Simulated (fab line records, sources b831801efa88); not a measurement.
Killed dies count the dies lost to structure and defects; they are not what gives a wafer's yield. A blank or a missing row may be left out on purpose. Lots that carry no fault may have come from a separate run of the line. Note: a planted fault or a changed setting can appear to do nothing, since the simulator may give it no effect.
One fault through the eyes of 2 desks    flow sky130    numbers are kept per desk, each desk with only its own; the story behind them comes last

THE METROLOGY DESK
Lot by lot, what the gauges showed, no matter which tool ran the lot: averages of those sampled wafers that carry a number. A lot is out of limits, marked OUT, if its mean lies more than 4 standard deviations from the usual mean; the brackets give that distance.
Columns: A = LDD_N_TW at SKY_LDD_N_TW_MEAS_17, usual 2564
lot   first seen here  A
L930  day 18 18:05     2568
L932  day 19 19:40     2588
L934  day 20 03:55     2554
L938  day 21 06:56     2579
L939  day 21 15:14     2530
L944  day 24 03:16     2936 (+19) OUT
L947  day 25 02:14     2901 (+17) OUT
L949  day 25 07:59     2534
L950  day 25 12:22     2569
L951  day 26 01:28     2568
Per this desk, out of limits: L944, L947; the first was L944, day 24 03:16 (LDD_N_TW at SKY_LDD_N_TW_MEAS_17). L930, L932, L934, L938, L939, L949, L950, L951: within limits.

THE TOOL OWNER'S DESK: implanter-01
For each lot that ran on this tool, the mean over its sampled wafers that have a number, from the tool's own readings at SKY_LDD_N_IMPLANT_08. A lot is out of limits, marked OUT, if its mean lies more than 4 standard deviations from the usual mean; the brackets give that distance.
Columns: A = beam on s at SKY_LDD_N_IMPLANT_08, usual 9.99 s; B = dose ions cm2 at SKY_LDD_N_IMPLANT_08, usual 7.5e+13; C = faraday current uA at SKY_LDD_N_IMPLANT_08, usual 423
lot   first seen here  A                        B                          C
L930  day 18 16:47     9.80                     7.5e+13                    431
L932  day 19 18:22     9.82                     7.5e+13                    429
L934  day 20 02:37     10.12                    7.5e+13                    418
L944  day 24 01:59     58.36 (+99 or more) OUT  5.8e+14 (+99 or more) OUT  562 (+18) OUT
L947  day 25 00:58     59.37 (+99 or more) OUT  5.8e+14 (+99 or more) OUT  549 (+16) OUT
This desk's finding: out of limits on L944, L947; first on L944, day 24 01:59 (beam on s at SKY_LDD_N_IMPLANT_08). L930, L932, L934: within limits.

BROUGHT TOGETHER
At day 24 01:59, on L944, L947, the tool owner's desk was in a position to raise an alarm.
An alarm was possible from the metrology desk at day 24 03:16, on L944, L947.
SKY_LDD_N_IMPLANT_08 was run on implanter-01 by each of the lots named.

WHAT HAD BEEN PUT IN BY THE SIMULATOR
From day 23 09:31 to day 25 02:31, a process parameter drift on implanter-01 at SKY_LDD_N_IMPLANT_08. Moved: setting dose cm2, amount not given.
Struck lots among those shown: L944, L947.
Hours from the fault's start to each desk's first reading out of limits: the tool owner's desk, 16; the metrology desk, 18.
